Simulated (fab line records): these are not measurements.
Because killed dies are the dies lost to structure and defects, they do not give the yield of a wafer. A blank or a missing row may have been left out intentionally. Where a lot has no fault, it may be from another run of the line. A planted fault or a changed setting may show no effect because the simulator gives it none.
Chamber matching / flow gf180mcu / rie_si-01 running GF_STI_ETCH_14: 4 sister chambers
The step etches Si in HBr/Cl2/O2, target depth 360 nm, time 102.9 s. 16 wafers are shown with their chamber, then 8 later ones without.

EACH WAFER AND ITS CHAMBER
wafer=L684.1; chamber=1; run_length_s (s)=130.8; oes_product_au (a.u.)=0.991; throttle_valve_pct (%)=25.654
wafer=L684.3; chamber=2; run_length_s (s)=132.0; oes_product_au (a.u.)=1.009; throttle_valve_pct (%)=25.648
wafer=L684.4; chamber=3; run_length_s (s)=130.9; oes_product_au (a.u.)=1.006; throttle_valve_pct (%)=25.664
wafer=L689.2; chamber=3; run_length_s (s)=130.8; oes_product_au (a.u.)=1.000; throttle_valve_pct (%)=25.652
wafer=L689.3; chamber=0; run_length_s (s)=131.4; oes_product_au (a.u.)=1.002; throttle_valve_pct (%)=25.659
wafer=L689.4; chamber=2; run_length_s (s)=131.6; oes_product_au (a.u.)=0.996; throttle_valve_pct (%)=25.665
wafer=L690.2; chamber=2; run_length_s (s)=132.0; oes_product_au (a.u.)=0.993; throttle_valve_pct (%)=25.668
wafer=L690.3; chamber=3; run_length_s (s)=130.9; oes_product_au (a.u.)=1.001; throttle_valve_pct (%)=25.660
wafer=L690.4; chamber=1; run_length_s (s)=130.5; oes_product_au (a.u.)=0.994; throttle_valve_pct (%)=25.667
wafer=L691.1; chamber=2; run_length_s (s)=132.0; oes_product_au (a.u.)=0.995; throttle_valve_pct (%)=25.661
wafer=L691.4; chamber=1; run_length_s (s)=130.6; oes_product_au (a.u.)=0.999; throttle_valve_pct (%)=25.660
wafer=L691.5; chamber=0; run_length_s (s)=131.1; oes_product_au (a.u.)=0.997; throttle_valve_pct (%)=25.651
wafer=L697.2; chamber=0; run_length_s (s)=131.2; oes_product_au (a.u.)=0.988; throttle_valve_pct (%)=25.667
wafer=L697.3; chamber=1; run_length_s (s)=130.6; oes_product_au (a.u.)=0.991; throttle_valve_pct (%)=25.659
wafer=L697.6; chamber=1; run_length_s (s)=130.5; oes_product_au (a.u.)=1.000; throttle_valve_pct (%)=25.656
wafer=L702.3; chamber=1; run_length_s (s)=130.7; oes_product_au (a.u.)=1.000; throttle_valve_pct (%)=25.677

SIGNATURES (means of the wafers above)
reading=run_length_s; chamber 0=131.233; chamber 1=130.617; chamber 2=131.900; chamber 3=130.867; scatter within a chamber=0.142
reading=oes_product_au; chamber 0=0.99567; chamber 1=0.99583; chamber 2=0.99825; chamber 3=1.00233; scatter within a chamber=0.00559
reading=throttle_valve_pct; chamber 0=25.65900; chamber 1=25.66217; chamber 2=25.66050; chamber 3=25.65867; scatter within a chamber=0.00816
Rule: a wafer lies at a distance from a chamber equal to the root of the sum of squares, over the readings, of (its reading less the chamber's mean, divided by the reading's scatter). The wafer belongs to the nearest chamber; if the next one is less than 2 further off, it can't be placed. The scatter: the root of (the sum of the squares of (reading less its chamber's mean) over the shown wafers, divided by (wafers less chambers)).

WAFERS WITH NO CHAMBER GIVEN
wafer=L702.5; run_length_s (s)=131.0; oes_product_au (a.u.)=0.998; throttle_valve_pct (%)=25.651
wafer=L702.6; run_length_s (s)=130.6; oes_product_au (a.u.)=0.999; throttle_valve_pct (%)=25.661
wafer=L703.1; run_length_s (s)=131.7; oes_product_au (a.u.)=0.998; throttle_valve_pct (%)=25.658
wafer=L703.3; run_length_s (s)=131.4; oes_product_au (a.u.)=0.994; throttle_valve_pct (%)=25.650
wafer=L703.4; run_length_s (s)=131.2; oes_product_au (a.u.)=0.996; throttle_valve_pct (%)=25.653
wafer=L705.1; run_length_s (s)=131.3; oes_product_au (a.u.)=0.999; throttle_valve_pct (%)=25.663
wafer=L705.3; run_length_s (s)=130.6; oes_product_au (a.u.)=0.993; throttle_valve_pct (%)=25.658
wafer=L705.6; run_length_s (s)=131.9; oes_product_au (a.u.)=0.996; throttle_valve_pct (%)=25.647

WHICH CHAMBER EACH WENT THROUGH
wafer=L702.5; from the rows above=can't be placed: 3 or 0 or 1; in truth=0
wafer=L702.6; from the rows above=can't be placed: 1 or 3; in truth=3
wafer=L703.1; from the rows above=can't be placed: 2 or 0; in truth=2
wafer=L703.3; from the rows above=0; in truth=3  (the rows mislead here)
wafer=L703.4; from the rows above=can't be placed: 0 or 3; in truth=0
wafer=L705.1; from the rows above=0; in truth=0
wafer=L705.3; from the rows above=can't be placed: 1 or 3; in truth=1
wafer=L705.6; from the rows above=2; in truth=2
Correctly placed: 2 of 8. These rows do not allow placing 5 (true chamber among the candidates in 5). Placed wrongly: 1.
